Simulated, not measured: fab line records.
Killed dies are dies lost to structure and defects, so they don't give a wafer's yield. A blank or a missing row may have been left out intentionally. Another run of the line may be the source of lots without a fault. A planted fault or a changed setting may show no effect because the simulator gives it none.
Chamber matching + flow gf180mcu + hdpcvd-01 running GF_V4_CVD_00: 3 sister chambers
The step deposits SiO2, target thk 600 nm, time 100 s. 6 wafers are shown with their chamber, then 10 later ones without.

## EACH WAFER AND ITS CHAMBER
| wafer  | chamber | susceptor_temp_C (C) |
|--------|---------|----------------------|
| L360.2 | 2       | 399.75               |
| L361.4 | 0       | 399.98               |
| L362.4 | 2       | 399.46               |
| L362.5 | 1       | 399.76               |
| L363.1 | 0       | 399.76               |
| L363.2 | 1       | 400.09               |

## WAFERS MISSING THEIR CHAMBER
| wafer  | susceptor_temp_C (C) |
|--------|----------------------|
| L363.4 | 399.90               |
| L365.1 | 399.81               |
| L365.4 | 399.99               |
| L365.5 | 400.13               |
| L367.2 | 400.12               |
| L367.4 | 399.96               |
| L367.5 | 399.67               |
| L369.1 | 400.51               |
| L369.3 | 399.87               |
| L369.4 | 399.99               |

## WHICH CHAMBER EACH ONE RAN IN
| wafer  | from the rows above          | in truth |
|--------|------------------------------|----------|
| L363.4 | can't be placed: 1 or 0 or 2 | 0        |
| L365.1 | can't be placed: 0 or 1 or 2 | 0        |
| L365.4 | can't be placed: 1 or 0 or 2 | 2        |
| L365.5 | can't be placed: 1 or 0 or 2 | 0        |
| L367.2 | can't be placed: 1 or 0 or 2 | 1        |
| L367.4 | can't be placed: 1 or 0 or 2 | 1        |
| L367.5 | can't be placed: 2 or 0 or 1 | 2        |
| L369.1 | can't be placed: 1 or 0 or 2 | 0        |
| L369.3 | can't be placed: 0 or 1 or 2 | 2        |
| L369.4 | can't be placed: 1 or 0 or 2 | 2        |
Placed correctly: 0 of 10. From these rows, 10 cannot be placed; in 10 the true chamber is one of the candidates. Placed wrongly: 0.
How it was worked out, from the rows above alone: a wafer's distance from a chamber is the root of the sum, over the readings, of the square of ((its reading less the chamber's mean) divided by the reading's scatter). If the next closest chamber is less than 2 further off than the closest, the wafer can't be placed; otherwise it belongs to the closest. A chamber's mean is the mean of its shown wafers. The scatter: take each reading less its chamber's mean, square it, sum over the shown wafers, divide by the number of wafers less the number of chambers, and take the root.
